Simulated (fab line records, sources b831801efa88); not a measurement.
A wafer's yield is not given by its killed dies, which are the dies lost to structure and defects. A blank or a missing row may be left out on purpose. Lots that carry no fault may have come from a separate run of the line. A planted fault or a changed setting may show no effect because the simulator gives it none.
The tool behind it: which one?    flow sky130    42 wafers from 14 lots sampled at 4 of the route's 708 steps

== WHAT THE GAUGES SHOWED, per wafer ==
SKY_FIELD_ISO_BOW_MEAS_00.
lot   measured     on             INCOMING_BOW (um)
L624  day 1 10:01  film_metro-02  -2 12 0
L625  day 1 15:00  film_metro-01  6 -2 1
L626  day 1 20:00  film_metro-02  -2 -8 6
L627  day 2 01:01  film_metro-04  -2 -1 -3
L629  day 2 11:04  film_metro-04  4 -9 -6
L630  day 2 16:02  film_metro-04  9 -14 -3
L636  day 3 22:00  film_metro-01  -1 1 7
L637  day 4 03:02  film_metro-01  -5 3 4
L639  day 4 13:02  film_metro-04  -9 14 -6
L641  day 4 23:00  film_metro-02  6 3 10
L643  day 5 09:00  film_metro-01  6 -8 -1
L645  day 5 19:00  film_metro-02  2 3 -15
L646  day 6 00:01  film_metro-02  -2 3 2
L647  day 6 05:01  film_metro-02  -12 7 -5

SKY_FIELD_ISO_THK_MEAS_25.
lot   measured     on             FIELD_ISO_CVD_24_THK (nm)
L624  day 2 08:16  film_metro-01  595 580 580
L625  day 2 18:06  film_metro-04  601 591 595
L626  day 2 18:10  film_metro-04  593 589 596
L627  day 3 06:07  film_metro-04  587 596 593
L629  day 3 14:25  film_metro-01  598 589 596
L630  day 3 15:32  film_metro-01  584 583 580
L636  day 4 23:25  film_metro-01  594 598 597
L637  day 5 04:44  film_metro-01  586 582 595
L639  day 5 13:23  film_metro-02  595 592 583
L641  day 5 22:16  film_metro-01  599 582 586
L643  day 6 10:59  film_metro-04  586 607 590
L645  day 6 23:17  film_metro-01  588 587 585
L646  day 7 10:17  film_metro-02  587 590 592
L647  day 7 10:17  film_metro-01  598 585 591

SKY_VT_ADJUST_NCORE_TW_MEAS_11.
lot   measured      on             VT_ADJUST_NCORE_TW
L624  day 9 04:31   film_metro-04  216 214 216
L625  day 9 13:07   film_metro-01  222 223 223
L626  day 9 14:37   film_metro-01  222 223 222
L627  day 9 17:58   film_metro-02  215 214 214
L629  day 10 03:56  film_metro-04  214 214 214
L630  day 10 08:34  film_metro-01  222 222 222
L636  day 12 02:28  film_metro-02  216 218 217
L637  day 12 07:02  film_metro-04  214 213 214
L639  day 12 20:41  film_metro-04  215 214 214
L641  day 13 09:01  film_metro-02  216 217 217
L643  day 14 02:44  film_metro-01  222 221 223
L645  day 15 13:37  film_metro-01  220 221 220
L646  day 15 20:01  film_metro-02  216 216 214
L647  day 15 21:36  film_metro-02  215 216 216

== EACH LOT AND THE TOOL THAT RAN IT (in order: tool; ch and the chambers of the sampled wafers; start) ==
lot   SKY_NWELL_IMPLANT_24
L624  implanter-04 ch 0, day 5 22:19
L625  implanter-04 ch 0, day 6 05:32
L626  implanter-02 ch 0, day 6 06:59
L627  implanter-02 ch 0, day 6 10:13
L629  implanter-01 ch 0, day 6 18:27
L630  implanter-04 ch 0, day 6 23:35
L636  implanter-01 ch 0, day 8 08:29
L637  implanter-01 ch 0, day 8 12:17
L639  implanter-02 ch 0, day 9 00:20
L641  implanter-02 ch 0, day 9 10:14
L643  implanter-04 ch 0, day 10 00:23
L645  implanter-02 ch 0, day 11 05:47
L646  implanter-04 ch 0, day 11 12:19
L647  implanter-02 ch 0, day 11 13:04
- SKY_NWELL_IMPLANT_24

== WHAT THE TOOLS THEMSELVES READ (means of the sampled wafers that have a number; where no wafer has one, the mark that the record gives instead) ==
SKY_NWELL_IMPLANT_24.
lot   tool          beam_energy_keV  beam_on_s (s)  faraday_current_uA
L624  implanter-04  140.04           10.10          51.4
L625  implanter-04  139.97           9.98           52.0
L626  implanter-02  140.07           10.13          51.3
L627  implanter-02  139.98           10.00          52.0
L629  implanter-01  139.96           10.21          50.7
L630  implanter-04  139.98           9.88           52.4
L636  implanter-01  126.37           9.96           52.1
L637  implanter-01  126.41           9.98           52.1
L639  implanter-02  140.07           10.05          51.7
L641  implanter-02  140.02           9.91           52.4
L643  implanter-04  139.98           10.15          51.2
L645  implanter-02  140.02           9.79           52.9
L646  implanter-04  140.03           9.98           52.1
L647  implanter-02  139.97           9.96           52.0

== THE ANSWER, worked out from the rows above alone ==
Rule: the lots themselves supply what counts as usual. Put in order of their means at a reading, lots are off if they are a third of the lots or fewer, leave a main group of 4 or more, and stand apart from it by a gap of 3 or more times the standard deviation of the main group's means; of several such gaps the widest counts. A main group is skipped when, at the precision printed for the reading in the tables above, its means are all equal. A lot without any number at a reading at which 4 lots or more have one is off too. Any other lot the step has rows for is counted as sound. First the gauges in route order, then the tools' own readings, where a lot's mean is used as printed above. At the first step where some lot is off, the reading lying furthest off is the one used; lots without a number count as furthest.
Off at SKY_NWELL_IMPLANT_24 (beam_energy_keV): L636, L637. The main group has a mean of 140.01 with a standard deviation of 0.038.
If a tool, at that step or one of the process steps before it, ran each lot that is off and ran no sound lot following the first of them, it fits. One fits: implanter-01 at SKY_NWELL_IMPLANT_24. Its last sound lot is L629 (day 6 18:27), its first lot that is off L636 (day 8 08:29): a fault that began between those two fits.
On the lots that are off, the tool's own readings at SKY_NWELL_IMPLANT_24 differ by more than 5 times the standard deviation of the sound lots' means, which bears it out; beam_energy_keV reads 126.39 there versus 140.01 on the sound lots.

== WHAT THE SIMULATOR HAD PUT IN ==
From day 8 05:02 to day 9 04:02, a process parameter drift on implanter-01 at SKY_NWELL_IMPLANT_24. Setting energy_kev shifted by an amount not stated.
Lots struck among those shown: L636, L637. The same result came from the rule above.
